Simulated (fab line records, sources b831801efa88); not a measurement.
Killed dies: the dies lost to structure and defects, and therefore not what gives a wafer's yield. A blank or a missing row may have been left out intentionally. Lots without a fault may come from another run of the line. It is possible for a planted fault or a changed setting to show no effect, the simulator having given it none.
fab line records	flow sfqLine
[record] lots = 5	wafers = 23
route steps=325 shown INCOMING@2 L0@6 L0V@20 M0@29 I0@50 M1@59
startH: start of the lot's first displayed wafer, in hours after the record's first day	waitH: hours from the lot's prior step to this one	" as in the row above	L1.1+2: a row that stands for several wafers	- no value, or no start given	* or withheld: withheld	< > ~ a bound
route shown NAME@n: a module of which the file shows steps, and the number in the route of the first	usual: the fault-free wafers' mean and standard deviation	same: alike in all rows	chamber/n: place in a boat	sites: per-site readings	_std_site: how widely they spread, as a standard deviation	_edge_site: outer sites' mean less inner sites'	radiusMm: for every site, how far away it sits from the centre of the wafer	mask NAME#n: copy n	behind: the last tool/chamber to shape the wafer	hold: what put the lot on hold/how long, in hours/how the hold closed	device: the transistor (n, p or np) that didn't switch	end of line: tests of these same wafers at the route's end	a step with no rows: only its recipe	killed: the dies lost at the first sort to structure and to defects; this is not the yield of the wafer	map: the dies of a wafer, with x for killed, . for not killed, _ for no die there
set.NAME: the setting as run; set.NAME@STEP: as run at that earlier step	model.NAME: the simulator's own value behind a step, which no gauge read
one table per step and one row per wafer, for lots whose settings were changed on purpose
[[steps]]
[step SFQ_TRILAYER_INCOMING_OXIDATION_002]
[recipe] tempC = 1000	ambient = H2O	targetThkA = 5000	pH2oTorr = 720	oxTimeS = 4939
lot.wafer	tool	chamber	startH	waitH	set.oxTimeS	model.SiO2_of_TRILAYER_INCOMING_OXIDATION_002.thkNm
L076.1	-	-	-	0.1	5478	510.5
L076.2	"	-	"	"	5478	518.6
L076.4	"	-	"	"	5478	510.7
L076.5	"	-	"	"	5478	516.6
L076.6	"	-	"	"	5478	512.3
L078.1	-	-	-	0.1	4552	468.8
L078.2	"	-	"	"	4552	464.9
L078.3	"	-	"	"	4552	460.9
L078.4	"	-	"	"	4552	466.9
L078.5	"	-	"	"	4552	472.6
L079.1	-	-	-	0.1	4939	491.1
L079.2	"	-	"	"	4939	501
L079.3	"	-	"	"	4939	496.3
L079.4	"	-	"	"	4939	501.9
L079.5	"	-	"	"	4939	496
L080.2	furnace-01	0	40.12	0.1	4939	479.2
L080.3	"	0	"	"	4939	477.2
L080.6	"	0	"	"	4939	478.8
L081.1	-	-	-	0.1	5192	524.1
L081.2	"	-	"	"	5192	515.4
L081.3	"	-	"	"	5192	525.9
L081.4	"	-	"	"	5192	523.3
L081.6	"	-	"	"	5192	519.6
[step SFQ_TRILAYER_L0_LITHO_COAT_010]
[recipe] resist = BARC	spinRpm = 3000	resistThkNm = 62
lot.wafer	tool	chamber	startH	waitH	set.spinRpm	model.BARC_of_TRILAYER_L0_LITHO_COAT_010.thkNm
L076.1	lithoTrack-04	0	22.74	0.1	3000	62.13
L076.2	"	0	"	"	3000	61.93
L076.4	"	0	"	"	3000	61.97
L076.5	"	0	"	"	3000	61.89
L076.6	"	0	"	"	3000	61.84
L078.1	lithoTrack-03	0	32.74	0.1	3000	62.02
L078.2	"	0	"	"	3000	61.91
L078.3	"	0	"	"	3211	59.97
L078.4	"	0	"	"	3211	59.93
L078.5	"	0	"	"	3211	59.85
L079.1	lithoTrack-04	0	37.74	0.1	3186	60.35
L079.2	"	0	"	"	3000	62.12
L079.3	"	0	"	"	3000	62.28
L079.4	"	0	"	"	3186	60.1
L079.5	"	0	"	"	3186	60.23
L080.2	lithoTrack-04	0	42.79	0.1	3000	61.99
L080.3+6	"	0	"	"	3000	61.94
L081.1	lithoTrack-03	0	47.74	0.1	3000	61.88
L081.2	"	0	"	"	3000	62.03
L081.3	"	0	"	"	3065	61.49
L081.4	"	0	"	"	3000	61.94
L081.6	"	0	"	"	3065	61.35
[step SFQ_TRILAYER_L0_ETCH_METAL_ETCH_008]
[recipe] target = MoNx_KI	stopOn = SiO2	maskMaterial = PR	chemistry = SF6/O2	targetDepthNm = 50	icpW = 600	biasW = 80	pressureMtorr = 10	timeS = 25
[usual] oesProductAu = 0.889/0.0061
lot.wafer	tool	chamber	startH	waitH	set.timeS	oesProductAu	model.KrF_of_TRILAYER_L0_LITHO_COAT_005.thkNm
L076.1	rieMetal-02	1	93.95	0.0	22.95	0.935	485.9
L076.2	"	0	"	"	22.95	0.945	485.1
L076.4	"	1	"	"	22.95	0.930	486.3
L076.5	"	1	"	"	25	0.891	483.8
L076.6	"	0	"	"	25	0.883	484.4
L078.1	rieMetal-01	1	109.57	0.1	28.15	0.840	480
L078.2	"	0	"	"	25	0.892	482.3
L078.3	"	1	"	"	28.15	0.837	475.8
L078.4	"	0	"	"	28.15	0.831	475.4
L078.5	"	0	"	"	25	0.890	483.4
L079.1	rieMetal-02	1	116.81	0.1	27.19	0.869	479.7
L079.2	"	1	"	"	25	0.881	483.7
L079.3	"	1	"	"	27.19	0.868	478.5
L079.4	"	1	"	"	27.19	0.867	478.3
L079.5	"	1	"	"	25	0.879	483
L080.2	rieMetal-01	0	124.15	0.1	25	0.882	483.2
L080.3	"	0	"	"	25	0.885	482.4
L080.6	"	0	"	"	25	0.891	481.9
L081.1	rieMetal-02	1	131.27	0.0	25	0.882	483
L081.2	"	0	"	"	22.61	0.942	486.4
L081.3	"	1	"	"	25	0.888	481.3
L081.4	"	0	"	"	22.61	0.936	484.1
L081.6	"	0	"	"	22.61	0.936	484.4
[step SFQ_TRILAYER_L0_VIA_LITHO_EXPOSE_014]
[recipe] maskId = L0V	na = 0.6	sourceShape = conventional	sigmaOuter = 0.65	targetCdNm = 700	doseMj = 21.3
lot.wafer	tool	chamber	startH	waitH	mask	set.doseMj
L076.1+2	krfScanner-01	0	96.08	-	L0V#0	22.81
L076.4+5+6	"	0	"	"	L0V#0	21.3
L078.1+2+5	krfScanner-01	0	111.55	-	L0V#0	21.86
L078.3+4	"	0	"	"	L0V#0	21.3
L079.1+4	krfScanner-01	0	203.79	-	L0V#0	21.3
L079.2+3+5	"	0	"	"	L0V#0	20.84
L080.2+3+6	krfScanner-02	0	218.89	-	L0V#0	21.3
L081.1+2+6	krfScanner-02	0	224.69	-	L0V#0	21.96
L081.3+4	"	0	"	"	L0V#0	21.3
[step SFQ_TRILAYER_L0_VIA_LITHO_PEB_016]
[recipe] pebTempC = 115	pebTimeS = 60	resist = KrF
[step SFQ_TRILAYER_L0_VIA_LITHO_DEVELOP_015]
[recipe] timeS = 60	resist = KrF
[step SFQ_TRILAYER_L0_VIA_BARC_OPEN_VIA_ETCH_021]
[recipe] maskMaterial = PR	chemistry = O2	targetDepthNm = 125	target = BARC	sourceW = 500	biasW = 80	pressureMtorr = 30	timeS = 41.7
lot.wafer	tool	chamber	startH	waitH	set.doseMj@TRILAYER_L0_VIA_LITHO_EXPOSE_014	model.L0V.cdNm
L076.1	rieDiel-04	3	97.61	0.0	22.81	713
L076.2	"	2	"	"	22.81	712.5
L076.4	"	3	"	"	21.3	700
L076.5	"	0	"	"	21.3	701.7
L076.6	"	2	"	"	21.3	701.3
L078.1	rieDiel-04	0	113.09	0.0	21.86	705.4
L078.2	"	2	"	"	21.86	705.1
L078.3	"	1	"	"	21.3	700.4
L078.4	"	3	"	"	21.3	701.8
L078.5	"	2	"	"	21.86	704.3
L079.1	rieDiel-01	3	205.32	0.0	21.3	700.2
L079.2	"	2	"	"	20.84	695.6
L079.3	"	1	"	"	20.84	696.7
L079.4	"	0	"	"	21.3	700.4
L079.5	"	0	"	"	20.84	696.2
L080.2	rieDiel-04	3	220.23	0.0	21.3	698.9
L080.3	"	0	"	"	21.3	700.1
L080.6	"	2	"	"	21.3	697.5
L081.1	rieDiel-03	3	226.23	0.0	21.96	705.5
L081.2+6	"	1	"	"	21.96	704.8
L081.3	"	2	"	"	21.3	700.4
L081.4	"	0	"	"	21.3	699.7
[step SFQ_TRILAYER_L0_VIA_ETCH_VIA_ETCH_016]
[recipe] target = SiO2	stopOn = MoNx_KI	maskMaterial = PR	chemistry = CHF3	targetDepthNm = 80	sourceW = 500	biasW = 80	pressureMtorr = 30	timeS = withheld
lot.wafer	tool	chamber	startH	waitH	set.doseMj@TRILAYER_L0_VIA_LITHO_EXPOSE_014	model.L0V.cdNm
L076.1	rieDiel-04	3	97.65	0.0	22.81	712.6
L076.2	"	2	"	"	22.81	712.4
L076.4	"	3	"	"	21.3	699.6
L076.5	"	0	"	"	21.3	701.4
L076.6	"	2	"	"	21.3	701.5
L078.1	rieDiel-04	0	113.13	0.0	21.86	704.9
L078.2	"	2	"	"	21.86	705
L078.3	"	1	"	"	21.3	700
L078.4	"	3	"	"	21.3	701.3
L078.5	"	2	"	"	21.86	704.3
L079.1	rieDiel-01	3	205.36	0.0	21.3	699.9
L079.2	"	2	"	"	20.84	695.2
L079.3	"	1	"	"	20.84	696.6
L079.4	"	0	"	"	21.3	700.5
L079.5	"	0	"	"	20.84	696.2
L080.2	rieDiel-04	3	220.27	0.0	21.3	699
L080.3	"	0	"	"	21.3	699.9
L080.6	"	2	"	"	21.3	697.1
L081.1	rieDiel-03	3	226.27	0.0	21.96	706
L081.2	"	1	"	"	21.96	704.2
L081.3	"	2	"	"	21.3	699.9
L081.4	"	0	"	"	21.3	699.6
L081.6	"	1	"	"	21.96	704.7
[step SFQ_TRILAYER_M0_DEP_SPUTTER_019]
[recipe] material = Nb	basePressurePa = 1.33e-06	chamberPressurePa = 0.1333	substrateTempC = 20	resputterCathodeVoltageV = 400	targetThkNm = 200	powerW = 2000	timeS = 133.3
lot.wafer	tool	chamber	startH	waitH	set.powerW	model.Nb_of_TRILAYER_M0_DEP_SPUTTER_019.thkNm
L076.1	pvdSputter-06	-	98.52	0.0	1824	178.7
L076.2	"	-	"	"	2000	199.2
L076.4	"	-	"	"	2000	197.1
L076.5	"	-	"	"	1824	178.3
L076.6	"	-	"	"	1824	180.3
L078.1	pvdSputter-03	-	114.59	0.0	2000	199.7
L078.2	"	-	"	"	1817	180.1
L078.3	"	-	"	"	2000	201.3
L078.4	"	-	"	"	1817	180.2
L078.5	"	-	"	"	1817	181.3
L079.1+5	pvdSputter-06	-	206.21	0.0	2000	198.6
L079.2	"	-	"	"	2116	210.3
L079.3	"	-	"	"	2116	211.1
L079.4	"	-	"	"	2116	211
L080.2	pvdSputter-03	-	221.13	0.0	2000	200.8
L080.3	"	-	"	"	2000	201.2
L080.6	"	-	"	"	2000	202.1
L081.1	pvdSputter-05	-	227.11	0.0	2000	197.8
L081.2	"	-	"	"	2159	213.4
L081.3	"	-	"	"	2159	212.9
L081.4	"	-	"	"	2159	212.7
L081.6	"	-	"	"	2000	198.3
[step SFQ_M0_RS_MEAS_904]
[recipe] thkMeasGauge = four-point-probe	reads = Nb_of_TRILAYER_M0_DEP_SPUTTER_019
[usual] M0_NB_RS = 0.891/0.0086
lot.wafer	tool	chamber	startH	waitH	set.powerW@TRILAYER_M0_DEP_SPUTTER_019	M0_NB_RS[ohm/sq]
L076.1	filmMetro-03	-	98.61	0.0	1824	0.997
L076.2	"	-	"	"	2000	0.893
L076.4	"	-	"	"	2000	0.905
L076.5	"	-	"	"	1824	0.998
L076.6	"	-	"	"	1824	0.990
L078.1	filmMetro-03	-	114.68	0.0	2000	0.893
L078.2	"	-	"	"	1817	0.991
L078.3	"	-	"	"	2000	0.884
L078.4	"	-	"	"	1817	0.989
L078.5	"	-	"	"	1817	0.984
L079.1	filmMetro-01	-	206.30	0.0	2000	0.898
L079.2	"	-	"	"	2116	0.848
L079.3	"	-	"	"	2116	0.843
L079.4	"	-	"	"	2116	0.842
L079.5	"	-	"	"	2000	0.895
L080.2	filmMetro-01	-	221.24	0.1	2000	0.885
L080.3	"	-	"	"	2000	0.884
L080.6	"	-	"	"	2000	0.881
L081.1	filmMetro-03	-	227.20	0.0	2000	0.900
L081.2	"	-	"	"	2159	0.835
L081.3	"	-	"	"	2159	0.836
L081.4	"	-	"	"	2159	0.836
L081.6	"	-	"	"	2000	0.897
[step SFQ_TRILAYER_M0_ETCH_METAL_ETCH_024]
[recipe] target = Nb	stopOn = SiO2	maskMaterial = PR	chemistry = Cl2/Ar	targetDepthNm = 240	icpW = 600	biasW = 80	pressureMtorr = 10	timeS = 120
[usual] oesProductAu = 0.892/0.0055
lot.wafer	tool	chamber	startH	waitH	set.biasW	set.powerW@TRILAYER_M0_DEP_SPUTTER_019	oesProductAu
L076.1	rieMetal-03	0	185.31	0.0	80	1824	0.836
L076.2	"	1	"	"	88.37	2000	0.885
L076.4	"	0	"	"	80	2000	0.892
L076.5	"	1	"	"	88.37	1824	0.841
L076.6	"	0	"	"	80	1824	0.845
L078.1	rieMetal-01	1	188.24	0.0	84.67	2000	0.888
L078.2	"	0	"	"	80	1817	0.837
L078.3	"	0	"	"	80	2000	0.900
L078.4	"	1	"	"	84.67	1817	0.844
L078.5	"	0	"	"	84.67	1817	0.851
L079.1	rieMetal-01	0	226.52	0.0	84.64	2000	0.890
L079.2	"	1	"	"	84.64	2116	0.919
L079.3	"	1	"	"	80	2116	0.923
L079.4	"	0	"	"	80	2116	0.920
L079.5	"	1	"	"	84.64	2000	0.887
L080.2	rieMetal-01	1	231.32	0.0	80	2000	0.895
L080.3	"	1	"	"	80	2000	0.896
L080.6	"	1	"	"	80	2000	0.903
L081.1	rieMetal-01	1	236.12	0.0	87.59	2000	0.882
L081.2	"	0	"	"	80	2159	0.934
L081.3	"	0	"	"	80	2159	0.929
L081.4	"	1	"	"	87.59	2159	0.929
L081.6	"	1	"	"	87.59	2000	0.897
[step SFQ_TRILAYER_I0_VIA_LITHO_EXPOSE_032]
[recipe] maskId = I0	na = 0.6	sourceShape = conventional	sigmaOuter = 0.65	targetCdNm = 500	doseMj = 21.3
lot.wafer	tool	chamber	startH	waitH	mask	set.doseMj
L076.1+2+4+5+6	krfScanner-02	0	289.49	-	I0#0	21.3
L078.1+2+3+4+5	krfScanner-02	0	297.89	-	I0#0	21.3
L079.1+3	krfScanner-01	0	343.33	-	I0#0	21.3
L079.2+4+5	"	0	"	"	I0#0	22.01
L080.2+3+6	krfScanner-01	0	351.93	-	I0#0	21.3
L081.1+4	krfScanner-01	0	361.33	-	I0#0	21.3
L081.2+3+6	"	0	"	"	I0#0	22
[step SFQ_TRILAYER_I0_VIA_LITHO_PEB_034]
[recipe] pebTempC = 115	pebTimeS = 60	resist = KrF
[step SFQ_TRILAYER_I0_VIA_LITHO_DEVELOP_033]
[recipe] timeS = 60	resist = KrF
[step SFQ_TRILAYER_I0_VIA_BARC_OPEN_VIA_ETCH_046]
[recipe] maskMaterial = PR	chemistry = O2	targetDepthNm = 125	target = BARC	sourceW = 484.6	biasW = 80	pressureMtorr = 30	timeS = 41.7
lot.wafer	tool	chamber	startH	waitH	set.doseMj@TRILAYER_I0_VIA_LITHO_EXPOSE_032	model.I0.cdNm
L076.1	rieDiel-02	3	291.03	0.0	21.3	501.1
L076.2	"	2	"	"	21.3	500.7
L076.4	"	1	"	"	21.3	500.2
L076.5	"	1	"	"	21.3	502.3
L076.6	"	0	"	"	21.3	500.3
L078.1	rieDiel-03	2	299.43	0.0	21.3	498.3
L078.2	"	3	"	"	21.3	500.2
L078.3	"	0	"	"	21.3	499
L078.4	"	0	"	"	21.3	497.4
L078.5	"	3	"	"	21.3	497.8
L079.1	rieDiel-01	3	344.87	0.0	21.3	502
L079.2	"	0	"	"	22.01	505.1
L079.3	"	1	"	"	21.3	499.5
L079.4	"	2	"	"	22.01	505.5
L079.5	"	3	"	"	22.01	506.7
L080.2	rieDiel-03	1	353.27	0.0	21.3	499.9
L080.3	"	0	"	"	21.3	498
L080.6	"	3	"	"	21.3	498.9
L081.1	rieDiel-02	1	362.87	0.0	21.3	499.7
L081.2	"	2	"	"	22	504.9
L081.3	"	3	"	"	22	504.7
L081.4	"	0	"	"	21.3	498.2
L081.6	"	0	"	"	22	504.4
[step SFQ_TRILAYER_M1_DEP_SPUTTER_037]
[recipe] material = Nb	basePressurePa = 1.33e-06	chamberPressurePa = 0.1333	substrateTempC = 20	resputterCathodeVoltageV = 400	targetThkNm = 200	powerW = 2000	timeS = 133.3
lot.wafer	tool	chamber	startH	waitH	set.timeS	model.Nb_of_TRILAYER_M1_DEP_SPUTTER_037.thkNm
L076.1	pvdSputter-04	-	291.98	0.0	133.3	200.7
L076.2	"	-	"	"	133.3	199.2
L076.4	"	-	"	"	133.3	199.7
L076.5	"	-	"	"	148.5	221.9
L076.6	"	-	"	"	148.5	222.2
L078.1	pvdSputter-04	-	300.38	0.0	133.3	201.7
L078.2	"	-	"	"	133.3	200.5
L078.3+5	"	-	"	"	122.7	183.8
L078.4	"	-	"	"	122.7	184.7
L079.1	pvdSputter-06	-	345.83	0.0	123.7	186.3
L079.2+3	"	-	"	"	123.7	185.2
L079.4	"	-	"	"	133.3	199.1
L079.5	"	-	"	"	133.3	199.9
L080.2	pvdSputter-04	-	354.23	0.0	133.3	201.6
L080.3	"	-	"	"	133.3	201.4
L080.6	"	-	"	"	133.3	202.3
L081.1	pvdSputter-05	-	363.83	0.0	133.3	200.6
L081.2	"	-	"	"	151.4	227.7
L081.3	"	-	"	"	133.3	199.6
L081.4	"	-	"	"	133.3	199
L081.6	"	-	"	"	151.4	228
[step SFQ_M1_RS_MEAS_909]
[recipe] thkMeasGauge = four-point-probe	reads = Nb_of_TRILAYER_M1_DEP_SPUTTER_037
[usual] M1_NB_RS = 0.888/0.0056
lot.wafer	tool	chamber	startH	waitH	set.timeS@TRILAYER_M1_DEP_SPUTTER_037	M1_NB_RS[ohm/sq]
L076.1	filmMetro-02	-	292.08	0.0	133.3	0.885
L076.2	"	-	"	"	133.3	0.892
L076.4	"	-	"	"	133.3	0.892
L076.5	"	-	"	"	148.5	0.801
L076.6	"	-	"	"	148.5	0.799
L078.1	filmMetro-02	-	300.48	0.0	133.3	0.881
L078.2	"	-	"	"	133.3	0.886
L078.3	"	-	"	"	122.7	0.968
L078.4	"	-	"	"	122.7	0.963
L078.5	"	-	"	"	122.7	0.968
L079.1	filmMetro-01	-	345.92	0.0	123.7	0.957
L079.2	"	-	"	"	123.7	0.962
L079.3	"	-	"	"	123.7	0.964
L079.4	"	-	"	"	133.3	0.895
L079.5	"	-	"	"	133.3	0.890
L080.2	filmMetro-03	-	354.34	0.1	133.3	0.883
L080.3	"	-	"	"	133.3	0.884
L080.6	"	-	"	"	133.3	0.880
L081.1	filmMetro-01	-	363.92	0.0	133.3	0.889
L081.2	"	-	"	"	151.4	0.782
L081.3	"	-	"	"	133.3	0.892
L081.4	"	-	"	"	133.3	0.895
L081.6	"	-	"	"	151.4	0.779
[step SFQ_TRILAYER_M1_LITHO_COAT_039]
[recipe] resist = KrF	spinRpm = 3000	resistThkNm = 600
lot.wafer	tool	chamber	startH	waitH	set.spinRpm	model.KrF_of_TRILAYER_M1_LITHO_COAT_039.thkNm
L076.1	lithoTrack-04	0	292.56	0.2	3126	585.3
L076.2	"	0	"	"	3126	585.7
L076.4	"	0	"	"	3000	597.9
L076.5+6	"	0	"	"	3000	-
L078.1	lithoTrack-04	0	300.96	0.2	3181	584.1
L078.2	"	0	"	"	3000	600.7
L078.3+4	"	0	"	"	3181	-
L078.5	"	0	"	"	3000	-
L079.1+3	lithoTrack-02	0	346.40	0.2	3105	-
L079.2	"	0	"	"	3000	-
L079.4	"	0	"	"	3105	587.7
L079.5	"	0	"	"	3000	600
L080.2	lithoTrack-03	0	354.85	0.2	3000	600.5
L080.3	"	0	"	"	3000	601.1
L080.6	"	0	"	"	3000	599.9
L081.1	lithoTrack-04	0	364.40	0.2	2836	615.7
L081.2	"	0	"	"	2836	-
L081.3	"	0	"	"	3000	598
L081.4	"	0	"	"	3000	596.9
L081.6	"	0	"	"	3000	-
[step SFQ_TRILAYER_M1_BARC_OPEN_METAL_ETCH_054]
[recipe] maskMaterial = PR	chemistry = O2	targetDepthNm = 125	target = BARC	icpW = 600	biasW = 80	pressureMtorr = 10	timeS = 41.7
lot.wafer	tool	chamber	startH	waitH	set.icpW	set.spinRpm@TRILAYER_M1_LITHO_COAT_039	model.KrF_of_TRILAYER_M1_LITHO_COAT_039.thkNm
L076.1	rieMetal-01	0	425.49	0.0	645.7	3126	505.3
L076.2	"	1	"	"	600	3126	508.5
L076.4	"	0	"	"	600	3000	521.1
L076.5	"	1	"	"	600	3000	-
L076.6	"	0	"	"	645.7	3000	-
L078.1	rieMetal-02	1	435.09	0.0	600	3181	507.4
L078.2	"	0	"	"	600	3000	523.1
L078.3+4	"	0,1	"	"	600	3181	-
L078.5	"	0	"	"	600	3000	-
L079.1+3	rieMetal-01	1,0	480.60	0.0	618.9	3105	-
L079.2	"	0	"	"	600	3000	-
L079.4	"	1	"	"	600	3105	510.7
L079.5	"	0	"	"	618.9	3000	521.6
L080.2	rieMetal-02	0	491.40	0.0	600	3000	523.4
L080.3	"	0	"	"	600	3000	523.7
L080.6	"	1	"	"	600	3000	522.8
L081.1	rieMetal-04	0	505.80	0.0	660.5	2836	533.3
L081.2	"	1	"	"	600	2836	-
L081.3	"	0	"	"	660.5	3000	515.7
L081.4	"	1	"	"	600	3000	519.1
L081.6	"	0	"	"	600	3000	-
[step SFQ_TRILAYER_M1_ETCH_METAL_ETCH_042]
[recipe] target = Nb	stopOn = SiO2	maskMaterial = PR	chemistry = Cl2/Ar	targetDepthNm = 240	icpW = 600	biasW = 80	pressureMtorr = 10	timeS = 120
[usual] oesProductAu = 0.896/0.0051
lot.wafer	tool	chamber	startH	waitH	set.timeS@TRILAYER_M1_DEP_SPUTTER_037	set.spinRpm@TRILAYER_M1_LITHO_COAT_039	oesProductAu	model.KrF_of_TRILAYER_M1_LITHO_COAT_039.thkNm
L076.1	rieMetal-01	0	425.55	0.0	133.3	3126	0.893	366.2
L076.2	"	1	"	"	133.3	3126	0.892	367.4
L076.4	"	0	"	"	133.3	3000	0.892	381.7
L076.5	"	1	"	"	148.5	3000	0.949	-
L076.6	"	0	"	"	148.5	3000	0.953	-
L078.1	rieMetal-02	1	435.15	0.0	133.3	3181	0.897	367.9
L078.2	"	0	"	"	133.3	3000	0.890	382.4
L078.3	"	0	"	"	122.7	3181	0.852	-
L078.4	"	1	"	"	122.7	3181	0.852	-
L078.5	"	0	"	"	122.7	3000	0.846	-
L079.1	rieMetal-01	1	480.66	0.0	123.7	3105	0.857	-
L079.2	"	0	"	"	123.7	3000	0.852	-
L079.3	"	0	"	"	123.7	3105	0.863	-
L079.4	"	1	"	"	133.3	3105	0.909	369.4
L079.5	"	0	"	"	133.3	3000	0.894	380
L080.2	rieMetal-02	0	491.46	0.0	133.3	3000	0.893	380.7
L080.3	"	0	"	"	133.3	3000	0.897	382.6
L080.6	"	1	"	"	133.3	3000	0.901	381.9
L081.1	rieMetal-04	0	505.86	0.0	133.3	2836	0.895	391.8
L081.2	"	1	"	"	151.4	2836	0.975	-
L081.3	"	0	"	"	133.3	3000	0.895	371.9
L081.4	"	1	"	"	133.3	3000	0.900	378.2
L081.6	"	0	"	"	151.4	3000	0.970	-
[[key]]
[split] step = SFQ_TRILAYER_INCOMING_OXIDATION_002	setting = oxTimeS	stated = 4939	by = lot
[response] step = SFQ_TRILAYER_INCOMING_OXIDATION_002	reading = model.SiO2_of_TRILAYER_INCOMING_OXIDATION_002.thkNm	change = +2.84	per = 1%	r = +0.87
[split] step = SFQ_TRILAYER_L0_LITHO_COAT_010	setting = spinRpm	stated = 3000	by = wafer
[response] step = SFQ_TRILAYER_L0_LITHO_COAT_010	reading = model.BARC_of_TRILAYER_L0_LITHO_COAT_010.thkNm	change = -0.299	per = 1%	r = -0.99
[split] step = SFQ_TRILAYER_L0_ETCH_METAL_ETCH_008	setting = timeS	stated = 25	by = wafer
[response] step = SFQ_TRILAYER_L0_ETCH_METAL_ETCH_008	reading = oesProductAu	change = -0.00437	per = 1%	r = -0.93
[response] step = SFQ_TRILAYER_L0_ETCH_METAL_ETCH_008	reading = model.KrF_of_TRILAYER_L0_LITHO_COAT_005.thkNm	change = -0.389	per = 1%	r = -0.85
[split] step = SFQ_TRILAYER_L0_VIA_LITHO_EXPOSE_014	setting = doseMj	stated = 21.3	by = wafer
[response] step = SFQ_TRILAYER_L0_VIA_BARC_OPEN_VIA_ETCH_021	reading = model.L0V.cdNm	change = +1.65	per = 1%	r = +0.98
[response] step = SFQ_TRILAYER_L0_VIA_ETCH_VIA_ETCH_016	reading = model.L0V.cdNm	change = +1.66	per = 1%	r = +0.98
[split] step = SFQ_TRILAYER_M0_DEP_SPUTTER_019	setting = powerW	stated = 2000	by = wafer
[response] step = SFQ_TRILAYER_M0_DEP_SPUTTER_019	reading = model.Nb_of_TRILAYER_M0_DEP_SPUTTER_019.thkNm	change = +2.09	per = 1%	r = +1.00
[response] step = SFQ_M0_RS_MEAS_904	reading = M0_NB_RS	change = -0.00991	per = 1%	r = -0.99
[response] step = SFQ_TRILAYER_M0_ETCH_METAL_ETCH_024	reading = oesProductAu	change = +0.00538	per = 1%	r = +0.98
[split] step = SFQ_TRILAYER_M0_ETCH_METAL_ETCH_024	setting = biasW	stated = 80	by = wafer
response none clear
[split] step = SFQ_TRILAYER_I0_VIA_LITHO_EXPOSE_032	setting = doseMj	stated = 21.3	by = wafer
[response] step = SFQ_TRILAYER_I0_VIA_BARC_OPEN_VIA_ETCH_046	reading = model.I0.cdNm	change = +1.62	per = 1%	r = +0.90
[split] step = SFQ_TRILAYER_M1_DEP_SPUTTER_037	setting = timeS	stated = 133.3	by = wafer
[response] step = SFQ_TRILAYER_M1_DEP_SPUTTER_037	reading = model.Nb_of_TRILAYER_M1_DEP_SPUTTER_037.thkNm	change = +2.03	per = 1%	r = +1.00
[response] step = SFQ_M1_RS_MEAS_909	reading = M1_NB_RS	change = -0.00858	per = 1%	r = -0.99
[response] step = SFQ_TRILAYER_M1_ETCH_METAL_ETCH_042	reading = oesProductAu	change = +0.00551	per = 1%	r = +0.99
[split] step = SFQ_TRILAYER_M1_LITHO_COAT_039	setting = spinRpm	stated = 3000	by = wafer
[response] step = SFQ_TRILAYER_M1_LITHO_COAT_039	reading = model.KrF_of_TRILAYER_M1_LITHO_COAT_039.thkNm	change = -3.09	per = 1%	r = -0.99
[response] step = SFQ_TRILAYER_M1_BARC_OPEN_METAL_ETCH_054	reading = model.KrF_of_TRILAYER_M1_LITHO_COAT_039.thkNm	change = -2.93	per = 1%	r = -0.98
[response] step = SFQ_TRILAYER_M1_ETCH_METAL_ETCH_042	reading = model.KrF_of_TRILAYER_M1_LITHO_COAT_039.thkNm	change = -2.95	per = 1%	r = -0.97
[split] step = SFQ_TRILAYER_M1_BARC_OPEN_METAL_ETCH_054	setting = icpW	stated = 600	by = wafer
response none clear
